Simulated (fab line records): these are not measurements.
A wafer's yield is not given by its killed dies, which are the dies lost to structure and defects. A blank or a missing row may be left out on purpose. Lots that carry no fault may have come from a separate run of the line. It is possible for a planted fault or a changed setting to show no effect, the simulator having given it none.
Which tool is to blame?	flow gf180mcu	Sampling: 11 lots, 32 wafers, 6 of 602 route steps

## WHAT THE GAUGES READ, wafer by wafer
GF_M4_RS_MEAS_05: measurement is done with a four-point probe. Usual: M4_ALCU_RS typically reads 0.0697 ohm/sq, with standard deviation 0.00097.
lot	measured	on	M4_ALCU_RS (ohm/sq)	flag
L766	day 22 10:32	film-metro-04	0.0695 0.0686 0.0682	
L767	day 22 22:42	film-metro-03	0.0705 0.0706 0.0692	
L768	day 23 13:49	film-metro-04	0.0706 0.0701 0.0711	
L769	day 23 11:19	film-metro-03	0.0710 0.0696 0.0690	
L771	day 24 14:29	film-metro-03	0.0685 0.0702 0.0687	
L773	day 24 21:21	film-metro-03	0.0693 0.0708 0.0697	
L774	day 25 01:46	film-metro-02	0.0698 0.0701 0.0690	
L779	day 27 01:55	film-metro-03	0.0597 0.0705 0.0597 0.0705	OFF
L783	day 28 02:36	film-metro-02	0.0696 0.0701 0.0704	
L788	day 29 13:02	film-metro-04	0.0688 0.0686 0.0710	
L789	day 29 18:53	film-metro-03	0.0700 0.0694 0.0679	

GF_M4_THK_MEAS_06: measures by xrf. Usual: M4_ALCU_THK typically reads 446 nm, with standard deviation 6.9.
lot	measured	on	M4_ALCU_THK (nm)	flag
L766	day 22 10:40	film-metro-04	447 452 454	
L767	day 22 22:48	film-metro-03	441 443 451	
L768	day 23 13:56	film-metro-04	436 437 435	
L769	day 23 11:26	film-metro-03	438 446 448	
L771	day 24 14:35	film-metro-03	453 445 454	
L773	day 24 21:27	film-metro-03	449 437 446	
L774	day 25 01:53	film-metro-02	450 446 454	
L779	day 27 05:11	film-metro-03	522 445 522 440	OFF
L783	day 28 02:43	film-metro-02	449 445 443	
L788	day 29 13:09	film-metro-04	445 448 437	
L789	day 29 18:59	film-metro-03	441 446 455	

GF_V4_THK_MEAS_03. Usual: V4_CVD_02_THK typically reads 853 nm, with standard deviation 12.
lot	measured	on	V4_CVD_02_THK (nm)	flag
L766	day 23 10:14	film-metro-04	845 822 856	
L767	day 23 21:36	film-metro-02	854 867 854	
L768	day 24 12:34	film-metro-04	844 859 865	
L769	day 24 10:14	film-metro-04	842 844 864	
L771	day 25 13:11	film-metro-04	853 871 867	
L773	day 25 20:16	film-metro-02	838 861 840	
L774	day 26 00:00	film-metro-02	835 863 855	
L779	day 27 22:49	film-metro-01	856 863	
L783	day 28 23:11	film-metro-01	841 871 868	
L788	day 30 08:39	film-metro-01	851 854 841	
L789	day 30 14:46	film-metro-02	840 839 847	

## WHICH TOOL RAN EACH LOT (tool, then ch and the chambers of the sampled wafers, then the start)
lot	GF_V3_STRIP_18	GF_V3_SPUTTER_21	GF_M4_SPUTTER_02
L766	plasma-asher-01 ch 0,1, day 22 09:06	pvd-sputter-04, day 22 09:38	pvd-sputter-02, day 22 10:27
L767	plasma-asher-04 ch 0,1, day 22 21:15	pvd-sputter-01, day 22 21:45	pvd-sputter-02, day 22 22:34
L768	plasma-asher-02 ch 0,1, day 23 03:28	pvd-sputter-02, day 23 04:02	pvd-sputter-01, day 23 13:44
L769	plasma-asher-01 ch 0, day 23 09:50	pvd-sputter-04, day 23 10:23	pvd-sputter-01, day 23 11:13
L771	plasma-asher-01 ch 0,1, day 24 12:59	pvd-sputter-01, day 24 13:33	pvd-sputter-01, day 24 14:22
L773	plasma-asher-02 ch 0,1, day 24 19:52	pvd-sputter-01, day 24 20:22	pvd-sputter-02, day 24 21:13
L774	plasma-asher-04 ch 1, day 25 00:17	pvd-sputter-04, day 25 00:50	pvd-sputter-01, day 25 01:40
L779	plasma-asher-02 ch 0,1, day 27 00:28	pvd-sputter-02, day 27 01:01	pvd-sputter-01, day 27 01:50
L783	plasma-asher-04 ch 0,1, day 28 01:05	pvd-sputter-01, day 28 01:41	pvd-sputter-03, day 28 02:31
L788	plasma-asher-04 ch 0,1, day 29 10:58	pvd-sputter-04, day 29 11:34	pvd-sputter-03, day 29 12:56
L789	plasma-asher-02 ch 0,1, day 29 17:25	pvd-sputter-04, day 29 17:56	pvd-sputter-02, day 29 18:46
- GF_V3_STRIP_18: strips in O2/N2.
- GF_V3_SPUTTER_21: material Ti, target thk 15 nm, time 80.02 s.
- GF_M4_SPUTTER_02: material AlCu, target thk 450 nm, time 23.9 s.

## WHAT THE TOOLS THEMSELVES READ (means of the sampled wafers that have a number; where no wafer has one, the mark that the record gives instead)
GF_V3_STRIP_18. Usual: drypump-motor-current-A 5.6 A, standard deviation 0.44; heater-power-w 366 W, standard deviation 48; oes-product-au 0.592 a.u., standard deviation 0.0047.
lot	tool	drypump-motor-current-A (A)	heater-power-w (W)	oes-product-au (a.u.)	flag
L766	plasma-asher-01	5.9	372	0.592	
L767	plasma-asher-04	6.0	344	0.592	
L768	plasma-asher-02	5.2	346	0.593	
L769	plasma-asher-01	6.2	426	0.599	
L771	plasma-asher-01	6.1	393	0.594	
L773	plasma-asher-02	5.2	379	0.594	
L774	plasma-asher-04	6.1	316	0.588	
L779	plasma-asher-02	5.2	366	0.593	
L783	plasma-asher-04	6.0	338	0.597	
L788	plasma-asher-04	6.0	374	0.591	
L789	plasma-asher-02	5.1	385	0.589	

GF_V3_SPUTTER_21. Usual: chamber-pressure-pa 4.999 Pa, standard deviation 0.0092; throttle-valve-pct 30.7 %, standard deviation 0.61.
lot	tool	chamber-pressure-pa (Pa)	throttle-valve-pct (%)	flag
L766	pvd-sputter-04	4.993	30.8	
L767	pvd-sputter-01	4.995	30.9	
L768	pvd-sputter-02	5.000	29.9	
L769	pvd-sputter-04	4.988	30.8	
L771	pvd-sputter-01	4.998	29.9	
L773	pvd-sputter-01	4.999	30.3	
L774	pvd-sputter-04	4.999	30.8	
L779	pvd-sputter-02	5.001	30.1	
L783	pvd-sputter-01	4.991	30.8	
L788	pvd-sputter-04	5.003	31.0	
L789	pvd-sputter-04	5.004	31.0	

GF_M4_SPUTTER_02. Usual: chamber-pressure-pa 0.3999 Pa, standard deviation 0.00082; throttle-valve-pct 30.4 %, standard deviation 0.67.
lot	tool	chamber-pressure-pa (Pa)	throttle-valve-pct (%)	flag
L766	pvd-sputter-02	0.4000	30.0	
L767	pvd-sputter-02	0.4002	29.8	
L768	pvd-sputter-01	0.3994	30.3	
L769	pvd-sputter-01	0.3996	30.0	
L771	pvd-sputter-01	0.3998	30.4	
L773	pvd-sputter-02	0.3993	30.1	
L774	pvd-sputter-01	0.3999	30.0	
L779	pvd-sputter-01	0.3993	30.6	
L783	pvd-sputter-03	0.4005	30.0	
L788	pvd-sputter-03	0.4010	30.8	
L789	pvd-sputter-02	0.3998	29.9	

## THE ANSWER, worked out from the rows above alone
Rule: take the mean of a lot's wafers that have a number; if it is more than 3 standard deviations from the usual mean, the lot is off. A lot without any number at a reading at which 4 lots or more have one is off too. Any other lot the step has rows for is counted as sound. First the gauges in route order, then the tools' own readings, where a lot's mean is used as printed above. At the first step where some lot is off, the reading lying furthest off is the one used; lots without a number count as furthest.
Off: L779, at GF_M4_RS_MEAS_05 (M4_ALCU_RS).
A tool fits if, at a process step before that reading, it ran every lot that is off, and no sound lot after the first of them. Those tools and the gauges at GF_M4_RS_MEAS_05 are tried in the same way. 2 tools fit, pvd-sputter-02 at GF_V3_SPUTTER_21 and pvd-sputter-01 at GF_M4_SPUTTER_02, so this cannot tell which one it is.

## WHAT THE SIMULATOR PUT IN
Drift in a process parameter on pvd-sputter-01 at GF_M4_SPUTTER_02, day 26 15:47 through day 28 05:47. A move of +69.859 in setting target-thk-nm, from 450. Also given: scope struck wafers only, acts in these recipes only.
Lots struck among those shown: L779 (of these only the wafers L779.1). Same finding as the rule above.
